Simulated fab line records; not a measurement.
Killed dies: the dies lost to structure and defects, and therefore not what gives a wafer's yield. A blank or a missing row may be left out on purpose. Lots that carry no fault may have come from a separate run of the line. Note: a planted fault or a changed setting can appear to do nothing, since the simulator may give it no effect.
fab line records	flow gf180mcu
record lots=24	wafers=72	last_day=34
route steps=602 shown NWELL@49 HV_LDD@228 V1@340 TOP_METAL@572 PASSIVATION@598
lots with no fault: from the same line, run without faults
start_h: hours from the record's opening day to when the first of the lot's shown wafers began	wait_h: time in hours since the lot's previous step	" same as the row above	L1.1+2: a row that stands for several wafers	- no value present, or no start provided	* or withheld: withheld	< > ~ a bound
route shown NAME@n: names a module that has steps shown in the file, with the first one's number in the route	usual: mean/standard deviation of fault-free wafers	same: alike in all rows	chamber/n: place in a boat	sites: readings site by site	_std_site: how widely they spread, as a standard deviation	_edge_site: the outer-site mean with the inner-site mean subtracted	radius_mm: how far each site lies from the wafer's centre	mask NAME#n: copy n	behind: the most recent tool/chamber to have shaped the wafer	hold: what put the lot on hold/how long, in hours/how the hold closed	device: transistor that didn't switch, given as n, p or np	end of line: the route-end tests of the same wafers	a step with no rows: only its recipe	killed: the dies lost at the first sort to structure and to defects; this is not the yield of the wafer	map: a wafer's dies, marking killed ones x, the rest . and places with no die _
set.NAME: the setting the step ran with; set.NAME@STEP: the setting that earlier step ran with	model.NAME: the simulator's own value behind a step, which no gauge read
the route's steps for a sample of lots (tables are steps, rows are wafers)
services: from which hour (start_h, from the record's first day; less than 0 if before it) a tool's chamber was out of use, for how many hours, and why
## steps
# step GF_NWELL_OVL_MEAS_07
# usual NWELL_OVL=-1.4/1.2
lot.wafer	tool	chamber	start_h	wait_h	NWELL_OVL[nm]
L074.2	overlay-02	-	54.77	-	-1.5
L074.4	"	-	"	"	-0.6
L074.6	"	-	"	"	-2.3
L075.3	overlay-02	-	60.23	-	-1.1
L075.4	"	-	"	"	0.2
L075.6	"	-	"	"	-1.5
L076.1	overlay-02	-	69.03	-	-3.1
L076.3	"	-	"	"	-4.3
L076.5	"	-	"	"	-2.8
L077.4	overlay-02	-	72.18	-	-0.9
L077.5	"	-	"	"	-1.3
L077.6	"	-	"	"	0.1
L078.2	overlay-01	-	77.67	-	-1.7
L078.5	"	-	"	"	-1.7
L078.6	"	-	"	"	-2.7
L079.1	overlay-01	-	84.57	-	-1.5
L079.4	"	-	"	"	-0.2
L079.5	"	-	"	"	0.0
L080.2	overlay-02	-	90.87	-	-0.6
L080.3	"	-	"	"	0.7
L080.5	"	-	"	"	0.1
L081.1	overlay-01	-	93.38	-	0.1
L081.2	"	-	"	"	-0.2
L081.6	"	-	"	"	-1.0
L082.3	overlay-01	-	99.13	-	-0.6
L082.5	"	-	"	"	0.0
L082.6	"	-	"	"	0.4
L083.2	overlay-01	-	106.23	-	-0.4
L083.5	"	-	"	"	-0.8
L083.6	"	-	"	"	-0.4
L084.1	overlay-01	-	110.13	-	-1.1
L084.2	"	-	"	"	0.1
L084.4	"	-	"	"	-1.7
L085.2	overlay-01	-	115.22	-	-1.4
L085.3	"	-	"	"	-1.0
L085.4	"	-	"	"	-1.1
L086.1	overlay-01	-	122.47	-	-0.2
L086.3	"	-	"	"	-0.1
L086.5	"	-	"	"	-1.9
L087.1	overlay-02	-	125.82	-	1.2
L087.4	"	-	"	"	0.7
L087.5	"	-	"	"	1.2
L088.2	overlay-01	-	133.03	-	-2.1
L088.3	"	-	"	"	-0.6
L088.5	"	-	"	"	-1.1
L089.2	overlay-02	-	139.03	-	-1.0
L089.5	"	-	"	"	-1.1
L089.6	"	-	"	"	-0.7
L090.1	overlay-02	-	142.47	-	-2.5
L090.2	"	-	"	"	-2.9
L090.3	"	-	"	"	-3.7
L091.2	overlay-02	-	147.58	-	-3.5
L091.5	"	-	"	"	-2.9
L091.6	"	-	"	"	-1.7
L092.3	overlay-02	-	156.13	-	-1.5
L092.5	"	-	"	"	-1.7
L092.6	"	-	"	"	-2.0
L093.1	overlay-02	-	162.92	-	-1.9
L093.4	"	-	"	"	-1.5
L093.5	"	-	"	"	-2.8
L094.1	overlay-02	-	166.78	-	-1.9
L094.4	"	-	"	"	-3.1
L094.6	"	-	"	"	-2.5
L095.2	overlay-01	-	170.43	-	-1.5
L095.4	"	-	"	"	-1.7
L095.6	"	-	"	"	-2.7
L096.2	overlay-01	-	178.27	-	-1.8
L096.3	"	-	"	"	-2.3
L096.4	"	-	"	"	-1.7
L097.2	overlay-01	-	187.27	-	-2.2
L097.3	"	-	"	"	-2.2
L097.6	"	-	"	"	-2.7
# step GF_HV_LDD_RTA_52
# recipe temp_c=1000	time_s=10	ambient=N2
# usual lamp_power_pct=29.7/2.2	wafer_temp_C_max=1004.5/0.92
lot.wafer	tool	chamber	start_h	wait_h	lamp_power_pct	wafer_temp_C_max
L074.2	rtp_anneal-01	0	273.96	0.0	27.4	1004.0
L074.4	"	0	"	"	27.5	1004.9
L074.6	"	0	"	"	27.5	1006.1
L075.3	rtp_anneal-02	0	282.16	0.0	32.0	1004.4
L075.4	"	0	"	"	32.0	1005.5
L075.6	"	0	"	"	31.9	1004.3
L076.1	rtp_anneal-01	0	298.59	0.0	27.5	1005.4
L076.3	"	0	"	"	27.5	1004.3
L076.5	"	0	"	"	27.5	1005.6
L077.4	rtp_anneal-01	0	301.18	0.0	27.5	1005.4
L077.5	"	0	"	"	27.5	1005.7
L077.6	"	0	"	"	27.5	1003.9
L078.2	rtp_anneal-01	0	309.66	0.0	27.5	1004.8
L078.5	"	0	"	"	27.5	1005.8
L078.6	"	0	"	"	27.5	1004.3
L079.1	rtp_anneal-01	0	317.94	0.0	27.5	1005.4
L079.4	"	0	"	"	27.5	1004.1
L079.5	"	0	"	"	27.4	1005.0
L080.2	rtp_anneal-02	0	326.34	0.0	31.9	1004.5
L080.3	"	0	"	"	31.9	1005.2
L080.5	"	0	"	"	31.9	1005.3
L081.1	rtp_anneal-01	0	333.39	0.0	27.5	1004.6
L081.2	"	0	"	"	27.5	1003.4
L081.6	"	0	"	"	27.4	1005.0
L082.3	rtp_anneal-02	0	336.95	0.0	31.9	1004.5
L082.5	"	0	"	"	32.0	1003.5
L082.6	"	0	"	"	32.0	1004.3
L083.2	rtp_anneal-01	0	350.00	0.0	27.5	1006.1
L083.5	"	0	"	"	27.5	1004.7
L083.6	"	0	"	"	27.5	1004.0
L084.1	rtp_anneal-02	0	359.68	0.0	31.9	1003.6
L084.2	"	0	"	"	31.9	1004.7
L084.4	"	0	"	"	31.9	1004.1
L085.2	rtp_anneal-02	0	360.00	0.0	31.9	1004.2
L085.3	"	0	"	"	31.9	1005.0
L085.4	"	0	"	"	32.0	1004.1
L086.1	rtp_anneal-02	0	372.63	0.0	32.0	1004.8
L086.3	"	0	"	"	31.9	1003.1
L086.5	"	0	"	"	32.0	1004.6
L087.1	rtp_anneal-01	0	380.40	0.0	27.5	1003.6
L087.4	"	0	"	"	27.5	1003.6
L087.5	"	0	"	"	27.5	1006.0
L088.2	rtp_anneal-01	0	389.04	0.0	27.5	1004.5
L088.3	"	0	"	"	27.5	1004.4
L088.5	"	0	"	"	27.4	1005.5
L089.2	rtp_anneal-02	0	399.74	0.0	31.9	1005.7
L089.5	"	0	"	"	32.0	1004.0
L089.6	"	0	"	"	31.9	1004.7
L090.1	rtp_anneal-01	0	400.03	0.0	27.5	1005.9
L090.2	"	0	"	"	27.5	1003.7
L090.3	"	0	"	"	27.5	1005.0
L091.2	rtp_anneal-01	0	414.89	0.0	27.5	1005.1
L091.5	"	0	"	"	27.5	1004.8
L091.6	"	0	"	"	27.5	1003.3
L092.3	rtp_anneal-02	0	428.06	0.0	31.9	1004.2
L092.5	"	0	"	"	31.9	1005.0
L092.6	"	0	"	"	31.9	1004.8
L093.1	rtp_anneal-02	0	439.63	0.0	31.9	1003.3
L093.4	"	0	"	"	32.0	1003.5
L093.5	"	0	"	"	31.9	1003.3
L094.1	rtp_anneal-01	0	442.32	0.0	27.5	1005.5
L094.4	"	0	"	"	27.5	1003.7
L094.6	"	0	"	"	27.5	1005.2
L095.2	rtp_anneal-02	0	447.89	0.0	32.0	1003.3
L095.4	"	0	"	"	31.9	1004.4
L095.6	"	0	"	"	31.9	1002.6
L096.2	rtp_anneal-02	0	462.43	0.0	31.9	1002.9
L096.3	"	0	"	"	31.9	1003.7
L096.4	"	0	"	"	31.9	1003.6
L097.2	rtp_anneal-02	0	473.19	0.0	31.9	1005.5
L097.3	"	0	"	"	31.9	1004.1
L097.6	"	0	"	"	31.9	1004.0
# step GF_HV_LDD_ETCHBACK_58
# recipe chemistry=CH3F/O2	target=Si3N4	stop_on=SiO2	source_w=400	bias_w=80	pressure_mtorr=25	ch3f_flow_sccm=40	O2_flow_sccm=30	time_s=100	target_depth_a=900
# usual drypump_motor_current_A=5.9/0.55	oes_product_au=0.842/0.0067	throttle_valve_pct=10.561/0.0093
lot.wafer	tool	chamber	start_h	wait_h	drypump_motor_current_A	oes_product_au	rf_hours_counter_h	throttle_valve_pct
L074.2	rie_diel-03	3	276.71	0.0	6.6	0.840	2	10.558
L074.4	"	2	"	"	5.9	0.848	1	10.571
L074.6	"	3	"	"	6.6	0.849	-	10.567
L075.3	rie_diel-04	2	285.41	0.0	5.7	0.835	113	10.558
L075.4	"	1	"	"	4.9	0.844	133	10.554
L075.6	"	2	"	"	5.7	0.843	-	10.559
L076.1	rie_diel-03	0	302.18	0.1	5.6	0.834	13	10.555
L076.3	"	3	"	"	6.6	0.847	3	10.558
L076.5	"	1	"	"	6.5	0.837	-	10.559
L077.4	rie_diel-01	1	303.94	0.1	5.0	0.851	-	10.562
L077.5	"	0	"	"	5.3	0.852	-	10.564
L077.6	"	3	"	"	5.9	0.847	-	10.559
L078.2	rie_diel-03	1	312.40	0.0	6.5	0.827	8	10.556
L078.5	"	0	"	"	5.6	0.833	-	10.570
L078.6	"	1	"	"	6.5	0.840	-	10.559
L079.1	rie_diel-03	2	320.93	0.1	5.9	0.850	2	10.556
L079.4	"	0	"	"	5.6	0.853	14	10.538
L079.5	"	0	"	"	5.6	0.851	-	10.548
L080.2	rie_diel-04	1	329.37	0.0	4.9	0.844	0	10.569
L080.3	"	2	"	"	5.7	0.841	115	10.564
L080.5	"	0	"	"	6.2	0.846	-	10.561
L081.1	rie_diel-03	2	336.15	0.1	5.9	0.836	2	10.557
L081.2	"	3	"	"	6.6	0.854	3	10.557
L081.6	"	0	"	"	5.6	0.839	-	10.576
L082.3	rie_diel-03	2	339.68	0.0	5.9	0.840	2	10.558
L082.5	"	2	"	"	5.9	0.857	-	10.564
L082.6	"	3	"	"	6.5	0.848	-	10.561
L083.2	rie_diel-04	1	353.47	0.0	4.9	0.845	1	10.561
L083.5	"	0	"	"	6.2	0.841	-	10.572
L083.6	"	1	"	"	4.9	0.841	-	10.581
L085.2	rie_diel-01	0	362.88	0.0	5.3	0.829	9	10.569
L085.3	"	1	"	"	5.1	0.837	16	10.554
L085.4	"	2	"	"	5.3	0.838	101	10.563
L084.1	rie_diel-03	0	363.15	0.1	5.6	0.846	15	10.560
L084.2	"	1	"	"	6.5	0.837	10	10.554
L084.4	"	2	"	"	5.9	0.846	3	10.562
L086.1	rie_diel-03	1	375.38	0.1	6.5	0.844	10	10.557
L086.3	"	0	"	"	5.6	0.833	16	10.546
L086.5	"	3	"	"	6.6	0.849	-	10.573
L087.1	rie_diel-03	1	383.22	0.1	6.5	0.843	10	10.579
L087.4	"	0	"	"	5.6	0.831	16	10.546
L087.5	"	0	"	"	5.5	0.836	-	10.569
L088.2	rie_diel-01	2	392.01	0.0	5.3	0.849	102	10.559
L088.3	"	3	"	"	5.9	0.850	34	10.543
L088.5	"	3	"	"	6.0	0.840	-	10.562
L089.2	rie_diel-01	2	402.48	0.0	5.3	0.833	102	10.563
L089.5	"	0	"	"	5.3	0.830	-	10.553
L089.6	"	1	"	"	5.1	0.836	-	10.553
L090.1	rie_diel-03	1	402.79	0.1	6.5	0.850	11	10.565
L090.2	"	2	"	"	5.9	0.852	4	10.544
L090.3	"	0	"	"	5.6	0.848	16	10.573
L091.2	rie_diel-03	1	417.77	0.0	6.5	0.834	11	10.564
L091.5	"	0	"	"	5.6	0.828	-	10.551
L091.6	"	1	"	"	6.5	0.832	-	10.564
L092.3	rie_diel-03	2	430.80	0.0	5.9	0.837	4	10.586
L092.5	"	0	"	"	5.6	0.843	-	10.566
L092.6	"	3	"	"	6.6	0.838	-	10.569
L093.1	rie_diel-01	0	442.38	0.1	5.3	0.833	11	10.559
L093.4	"	2	"	"	5.3	0.839	103	10.538
L093.5	"	1	"	"	5.1	0.836	-	10.570
L094.1	rie_diel-04	0	445.07	0.1	6.2	0.835	11	10.552
L094.4	"	3	"	"	6.5	0.837	40	10.571
L094.6	"	1	"	"	4.9	0.840	-	10.558
L095.2	rie_diel-03	3	450.64	0.0	6.6	0.843	7	10.574
L095.4	"	0	"	"	5.6	0.840	-	10.578
L095.6	"	2	"	"	5.9	0.838	-	10.558
L096.2	rie_diel-04	0	465.18	0.0	6.2	0.856	12	10.562
L096.3	"	3	"	"	6.5	0.854	40	10.546
L096.4	"	2	"	"	5.7	0.849	1	10.554
L097.2	rie_diel-04	3	475.93	0.0	6.5	0.842	40	10.570
L097.3	"	1	"	"	4.9	0.834	4	10.556
L097.6	"	3	"	"	6.5	0.839	-	10.539
# step GF_V1_BOW_MEAS_05
# recipe mode=bow
# usual V1_BOW=82/6.9
lot.wafer	tool	chamber	start_h	wait_h	V1_BOW[um]
L074.2	film_metro-03	-	386.71	0.3	86
L074.4	"	-	"	"	82
L074.6	"	-	"	"	92
L075.3	film_metro-03	-	397.47	0.1	77
L075.4	"	-	"	"	81
L075.6	"	-	"	"	77
L076.1	film_metro-01	-	418.35	0.1	87
L076.3	"	-	"	"	91
L076.5	"	-	"	"	87
L077.4	film_metro-03	-	420.97	0.3	68
L077.5	"	-	"	"	73
L077.6	"	-	"	"	81
L078.2	film_metro-03	-	429.14	0.3	81
L078.5	"	-	"	"	77
L078.6	"	-	"	"	81
L079.1	film_metro-01	-	440.19	0.1	91
L079.4	"	-	"	"	92
L079.5	"	-	"	"	74
L080.2	film_metro-03	-	448.60	0.2	86
L080.3	"	-	"	"	83
L080.5	"	-	"	"	85
L081.1	film_metro-03	-	456.79	0.2	79
L081.2	"	-	"	"	79
L081.6	"	-	"	"	77
L082.3	film_metro-01	-	460.53	0.1	80
L082.5	"	-	"	"	88
L082.6	"	-	"	"	82
L083.2	film_metro-03	-	476.63	0.2	79
L083.5	"	-	"	"	67
L083.6	"	-	"	"	78
L085.2	film_metro-02	-	486.91	0.2	89
L085.3	"	-	"	"	77
L085.4	"	-	"	"	85
L084.1	film_metro-03	-	488.54	0.2	91
L084.2	"	-	"	"	78
L084.4	"	-	"	"	86
L086.1	film_metro-01	-	501.56	0.2	89
L086.3	"	-	"	"	85
L086.5	"	-	"	"	87
L087.1	film_metro-02	-	508.21	0.2	86
L087.4	"	-	"	"	94
L087.5	"	-	"	"	80
L088.2	film_metro-03	-	517.39	0.2	89
L088.3	"	-	"	"	87
L088.5	"	-	"	"	74
L089.2	film_metro-03	-	526.11	0.1	80
L089.5	"	-	"	"	89
L089.6	"	-	"	"	81
L090.1	film_metro-02	-	527.24	0.2	82
L090.2	"	-	"	"	64
L090.3	"	-	"	"	84
L091.2	film_metro-01	-	543.39	0.2	85
L091.5	"	-	"	"	77
L091.6	"	-	"	"	80
L092.3	film_metro-02	-	554.82	0.3	80
L092.5	"	-	"	"	75
L092.6	"	-	"	"	76
L093.1	film_metro-02	-	567.05	0.1	76
L093.4	"	-	"	"	74
L093.5	"	-	"	"	84
L094.1	film_metro-03	-	568.39	0.2	79
L094.4	"	-	"	"	78
L094.6	"	-	"	"	76
L095.2	film_metro-03	-	571.42	0.1	83
L095.4	"	-	"	"	93
L095.6	"	-	"	"	88
L096.2	film_metro-01	-	585.19	0.2	86
L096.3	"	-	"	"	87
L096.4	"	-	"	"	83
L097.2	film_metro-03	-	594.64	0.3	74
L097.3	"	-	"	"	85
L097.6	"	-	"	"	62
# step GF_TOP_METAL_RS_MEAS_05
# recipe thk_meas_gauge=four-point-probe	reads=TiN_of_TOP_METAL_SPUTTER_04+Ti_of_TOP_METAL_SPUTTER_03+AlCu_of_TOP_METAL_SPUTTER_02+TiN_of_TOP_METAL_SPUTTER_01+Ti_of_TOP_METAL_SPUTTER_00
# usual TOP_METAL_ALCU_RS=0.0327/0.00032
lot.wafer	tool	chamber	start_h	wait_h	TOP_METAL_ALCU_RS[ohm/sq]
L074.2	film_metro-03	-	632.30	0.0	0.0332
L074.4	"	-	"	"	0.0329
L074.6	"	-	"	"	0.0330
L075.3	film_metro-03	-	640.62	0.1	0.0327
L075.4	"	-	"	"	0.0326
L075.6	"	-	"	"	0.0330
L076.1	film_metro-04	-	657.59	0.0	0.0331
L076.3	"	-	"	"	0.0330
L076.5	"	-	"	"	0.0331
L077.4	film_metro-03	-	660.72	0.1	0.0330
L077.5	"	-	"	"	0.0331
L077.6	"	-	"	"	0.0326
L078.2	film_metro-04	-	670.11	0.0	0.0322
L078.5	"	-	"	"	0.0325
L078.6	"	-	"	"	0.0325
L079.1	film_metro-03	-	674.73	0.0	0.0331
L079.4	"	-	"	"	0.0328
L079.5	"	-	"	"	0.0326
L080.2	film_metro-03	-	682.79	0.0	0.0327
L080.3	"	-	"	"	0.0324
L080.5	"	-	"	"	0.0327
L081.1	film_metro-03	-	687.42	0.0	0.0319
L081.2	"	-	"	"	0.0321
L081.6	"	-	"	"	0.0319
L082.3	film_metro-03	-	689.92	0.1	0.0326
L082.5	"	-	"	"	0.0329
L082.6	"	-	"	"	0.0322
L083.2	film_metro-04	-	704.52	0.0	0.0333
L083.5	"	-	"	"	0.0332
L083.6	"	-	"	"	0.0334
L085.2	film_metro-01	-	712.18	0.0	0.0322
L085.3	"	-	"	"	0.0327
L085.4	"	-	"	"	0.0323
L084.1	film_metro-03	-	714.93	0.0	0.0328
L084.2	"	-	"	"	0.0327
L084.4	"	-	"	"	0.0328
L086.1	film_metro-01	-	724.53	0.0	0.0325
L086.3	"	-	"	"	0.0324
L086.5	"	-	"	"	0.0326
L087.1	film_metro-01	-	728.31	0.0	0.0322
L087.4	"	-	"	"	0.0322
L087.5	"	-	"	"	0.0325
L088.2	film_metro-03	-	735.09	0.0	0.0328
L088.3	"	-	"	"	0.0326
L088.5	"	-	"	"	0.0325
L090.1	film_metro-03	-	743.45	0.0	0.0325
L090.2	"	-	"	"	0.0330
L090.3	"	-	"	"	0.0324
L089.2	film_metro-03	-	743.89	0.0	0.0328
L089.5	"	-	"	"	0.0327
L089.6	"	-	"	"	0.0328
L091.2	film_metro-01	-	756.48	0.0	0.0333
L091.5	"	-	"	"	0.0327
L091.6	"	-	"	"	0.0329
L092.3	film_metro-04	-	764.12	0.1	0.0326
L092.5	"	-	"	"	0.0327
L092.6	"	-	"	"	0.0328
L093.1	film_metro-04	-	773.47	0.0	0.0332
L093.4	"	-	"	"	0.0331
L093.5	"	-	"	"	0.0330
L094.1	film_metro-04	-	774.89	0.0	0.0330
L094.4	"	-	"	"	0.0328
L094.6	"	-	"	"	0.0327
L095.2	film_metro-04	-	777.31	0.0	0.0326
L095.4	"	-	"	"	0.0327
L095.6	"	-	"	"	0.0329
L096.2	film_metro-03	-	787.48	0.0	0.0330
L096.3	"	-	"	"	0.0329
L096.4	"	-	"	"	0.0331
L097.2	film_metro-01	-	792.57	0.0	0.0327
L097.3	"	-	"	"	0.0328
L097.6	"	-	"	"	0.0330
# step GF_PASSIVATION_ETCH_11
# recipe chemistry=CF4/O2	target_depth_nm=1800	stop_on=TiN	source_w=800	bias_w=150	pressure_mtorr=150	cf4_flow_sccm=80	O2_flow_sccm=10	time_s=400
# usual drypump_motor_current_A=5.7/0.53	oes_product_au=0.962/0.0076	throttle_valve_pct=5.960/0.009
lot.wafer	tool	chamber	start_h	wait_h	drypump_motor_current_A	oes_product_au	rf_hours_counter_h	throttle_valve_pct
L074.2	rie_diel-03	2	673.31	-	5.9	0.966	12	5.964
L074.4	"	3	"	"	6.6	0.964	14	5.943
L074.6	"	0	"	"	5.6	0.965	-	5.956
L075.3	rie_diel-02	0	681.96	-	6.0	0.951	1	5.945
L075.4	"	3	"	"	5.3	0.979	9	5.949
L075.6	"	2	"	"	4.8	0.962	-	5.949
L076.1	rie_diel-01	1	696.86	-	5.1	0.957	25	5.951
L076.3	"	3	"	"	6.0	0.967	44	5.964
L076.5	"	2	"	"	5.3	0.973	-	5.988
L077.4	rie_diel-01	0	700.26	-	5.3	0.971	20	5.951
L077.5	"	2	"	"	5.3	0.974	-	5.954
L077.6	"	1	"	"	5.1	0.967	-	5.957
L078.2	rie_diel-01	3	708.97	-	6.0	0.966	44	5.965
L078.5	"	2	"	"	5.3	0.959	-	5.953
L078.6	"	1	"	"	5.1	0.969	-	5.959
L079.1	rie_diel-02	3	713.02	-	5.2	0.967	10	5.959
L079.4	"	1	"	"	5.7	0.962	-	5.954
L079.5	"	3	"	"	5.2	0.960	-	5.946
L080.2	rie_diel-02	1	721.07	-	5.7	0.949	15	5.952
L080.3	"	0	"	"	6.0	0.959	1	5.943
L080.5	"	2	"	"	4.8	0.953	-	5.945
L081.1	rie_diel-02	1	725.32	-	5.8	0.950	15	5.961
L081.2	"	0	"	"	6.0	0.949	2	5.962
L081.6	"	2	"	"	4.8	0.954	-	5.959
L082.3	rie_diel-01	1	727.77	-	5.0	0.956	27	5.966
L082.5	"	0	"	"	5.3	0.962	-	5.958
L082.6	"	3	"	"	5.9	0.967	-	5.976
L083.2	rie_diel-01	1	741.46	-	5.1	0.967	27	5.958
L083.5	"	0	"	"	5.3	0.965	-	5.963
L083.6	"	1	"	"	5.1	0.965	-	5.949
L085.2	rie_diel-02	2	747.61	-	4.8	0.952	5	5.958
L085.3	"	3	"	"	5.3	0.949	11	5.966
L085.4	"	1	"	"	5.7	0.965	17	5.963
L084.1	rie_diel-02	0	751.27	-	5.9	0.955	3	5.964
L084.2	"	2	"	"	4.8	0.956	6	5.951
L084.4	"	1	"	"	5.7	0.972	17	5.978
L086.1	rie_diel-01	3	758.56	-	5.9	0.965	46	5.967
L086.3	"	1	"	"	5.1	0.948	28	5.947
L086.5	"	2	"	"	5.3	0.976	-	5.968
L087.1	rie_diel-03	3	762.72	-	6.6	0.962	17	5.969
L087.4	"	2	"	"	5.9	0.981	16	5.953
L087.5	"	0	"	"	5.6	0.968	-	5.973
L088.2	rie_diel-03	3	768.52	-	6.6	0.963	17	5.946
L088.3	"	1	"	"	6.5	0.969	23	5.981
L088.5	"	3	"	"	6.5	0.960	-	5.965
L090.1	rie_diel-01	3	776.21	-	6.0	0.960	47	5.969
L090.2	"	1	"	"	5.1	0.962	29	5.975
L090.3	"	2	"	"	5.3	0.961	10	5.948
L089.2	rie_diel-03	2	776.91	-	5.9	0.959	16	5.965
L089.5	"	1	"	"	6.5	0.968	-	5.973
L089.6	"	2	"	"	5.9	0.961	-	5.962
L091.2	rie_diel-03	1	789.51	-	6.5	0.965	24	5.970
L091.5	"	1	"	"	6.5	0.975	-	5.970
L091.6	"	2	"	"	5.9	0.962	-	5.967
L092.3	rie_diel-01	0	795.91	-	5.2	0.965	23	5.966
L092.5	"	1	"	"	5.1	0.965	-	5.962
L092.6	"	2	"	"	5.2	0.966	-	5.959
L093.1	rie_diel-03	2	804.52	-	5.9	0.964	18	5.960
L093.4	"	1	"	"	6.5	0.953	25	5.961
L093.5	"	3	"	"	6.6	0.966	-	5.962
L094.1	rie_diel-03	1	806.76	-	6.5	0.955	25	5.950
L094.4	"	2	"	"	5.9	0.965	18	5.962
L094.6	"	1	"	"	6.5	0.967	-	5.966
L095.2	rie_diel-03	0	809.16	-	5.6	0.956	31	5.979
L095.4	"	2	"	"	5.9	0.969	18	5.967
L095.6	"	2	"	"	5.9	0.958	-	5.956
L096.2	rie_diel-03	2	818.81	-	5.9	0.953	19	5.973
L096.3	"	3	"	"	6.5	0.958	20	5.964
L096.4	"	1	"	"	6.5	0.965	26	5.978
L097.2	rie_diel-02	1	823.41	-	5.8	0.961	20	5.953
L097.3	"	2	"	"	4.8	0.943	9	5.938
L097.6	"	3	"	"	5.3	0.959	-	5.964
## services
tool	chamber	start_h	hours	kind
rie_diel-03	1	271.15	1.4	repair
rtp_anneal-02	-	287.65	0.8	pm
rie_diel-01	2	297.49	14.2	repair
rtp_anneal-01	-	353.44	12.5	pm
rie_diel-03	2	368.40	9.2	repair
rie_diel-01	-	378.27	0.5	repair
rtp_anneal-02	-	413.04	4.6	pm
rie_diel-03	1	439.22	21.4	repair
rie_diel-03	0	440.01	4.8	repair
rie_diel-01	2	447.48	2.5	repair
rie_diel-03	0	471.01	5.9	repair
rie_diel-01	1	509.14	1.4	repair
rie_diel-03	2	523.41	5.4	repair
rie_diel-03	3	547.67	10.3	repair
rie_diel-03	0	571.16	4.9	repair
rie_diel-03	3	596.04	15.0	repair
rie_diel-01	1	602.65	10.3	repair
rie_diel-03	2	627.13	6.2	repair
rie_diel-01	2	628.65	6.7	repair
rie_diel-03	-	717.93	14.6	pm
rie_diel-01	2	766.50	2.2	repair
rie_diel-01	0	772.50	14.7	repair
rie_diel-01	-	805.21	1.8	repair
rie_diel-03	0	810.89	4.8	repair
## key
fault none
